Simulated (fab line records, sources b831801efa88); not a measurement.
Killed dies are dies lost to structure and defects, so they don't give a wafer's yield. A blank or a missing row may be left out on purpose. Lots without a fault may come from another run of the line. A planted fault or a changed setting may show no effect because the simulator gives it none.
A struck lot beside a sound one | flow gf180mcu | 18 steps out of a route of 602
Sound: wafers L621.1, L621.2, L621.4. Struck: wafers L636.1, L636.3, L636.5. The cause comes at the end.
At each step with rows: each side's tool, then ch and its chambers, then its first start. Under that, the readings that differ: sound wafers | struck wafers | difference of the means | sigmas: that difference in standard deviations of wafers without a fault.
alike: readings whose means differ by less than 2 such deviations, and words and numbers that are the same on both sides. not compared: withheld readings, readings that some wafer has no value for, bounds like >300 that may hide the same value, and numbers for which the record gives no deviation and whose values overlap.
The two part at a step that has a row with sigmas, a row that says differs or no value, or rows on one side only. Numbers that don't overlap but have no deviation are shown without sigmas and don't part them. A reading that every wafer of one side lacks parts them only if that side has two wafers or more.

first, 1 step without rows for these wafers: GF_V5_CMP_26 (polishes, stops on SiO2, t overpolish 15 s, target thk 0 nm).
GF_TOP_METAL_SPUTTER_00: material Ti, target thk 37.5 nm, time 150 s.
  sound on pvd_sputter-03, day 29 22:17; struck on pvd_sputter-02, day 33 11:11
  alike: throttle_valve_pct
GF_TOP_METAL_SPUTTER_01: material TiN, target thk 30 nm, time 25 s.
  sound on pvd_sputter-03, day 29 22:23; struck on pvd_sputter-02, day 33 11:17
  alike: throttle_valve_pct
GF_TOP_METAL_SPUTTER_02: material AlCu, target thk 900 nm, time 47.82 s.
  sound on pvd_sputter-03, day 29 22:25; struck on pvd_sputter-02, day 33 11:19
  alike: throttle_valve_pct
GF_TOP_METAL_SPUTTER_03: material Ti, target thk 5 nm, time 3.3 s.
  sound on pvd_sputter-03, day 29 22:28; struck on pvd_sputter-02, day 33 11:22
  alike: throttle_valve_pct
GF_TOP_METAL_SPUTTER_04: material TiN, target thk 25 nm, time 20.8 s.
  sound on pvd_sputter-03, day 29 22:29; struck on pvd_sputter-02, day 33 11:23
  alike: throttle_valve_pct
GF_TOP_METAL_RS_MEAS_05: measures by four-point-probe.
  sound on film_metro-02, day 29 22:31; struck on film_metro-02, day 33 11:25
  alike: TOP_METAL_ALCU_RS
GF_TOP_METAL_THK_MEAS_06: measures by xrf.
  sound on film_metro-02, day 29 22:38; struck on film_metro-02, day 33 11:32
  alike: TOP_METAL_ALCU_THK
then, 4 steps without rows for these wafers: GF_TOP_METAL_DEHYDRATE_07 (time 60 s); GF_TOP_METAL_HMDS_08 (prime time 60 s); GF_TOP_METAL_COAT_09 (resist thk 1500 nm); GF_TOP_METAL_SOFTBAKE_10 (time 60 s).
GF_TOP_METAL_EXPOSE_11: exposes mask MetalTop, target cd 440 nm.
  sound on iline_stepper-02 ch 0, day 30 07:38; struck on iline_stepper-01 ch 0, day 33 19:38
  reading                           | sound                   | struck            | difference | sigmas
  model.TOP_METAL.overlay_x_nm (nm) | -0.4121 -0.4121 -0.4121 | 126.1 126.1 126.1 | +126.5     |
  alike: mask
then, 2 steps without rows for these wafers: GF_TOP_METAL_PEB_12; GF_TOP_METAL_DEVELOP_13 (develop time 60 s).
GF_TOP_METAL_CD_MEAS_14: target cd 440 nm.
  sound on cd_sem-02, day 30 16:16; struck on cd_sem-01, day 34 02:44
  alike: cd_nm
GF_TOP_METAL_OVL_MEAS_15:
  sound on overlay-02, day 30 16:23; struck on overlay-01, day 34 03:04
  reading            | sound        | struck            | difference | sigmas
  TOP_METAL_OVL (nm) | 0.7 -0.3 0.2 | 126.0 126.7 127.6 | +126.6     | +90
  not compared: hold
then, 1 step without rows for these wafers: GF_PASSIVATION_PROBE_99.

WHERE THEY PART
Only at GF_TOP_METAL_OVL_MEAS_15, within this record.

WHY: what the simulator had put in
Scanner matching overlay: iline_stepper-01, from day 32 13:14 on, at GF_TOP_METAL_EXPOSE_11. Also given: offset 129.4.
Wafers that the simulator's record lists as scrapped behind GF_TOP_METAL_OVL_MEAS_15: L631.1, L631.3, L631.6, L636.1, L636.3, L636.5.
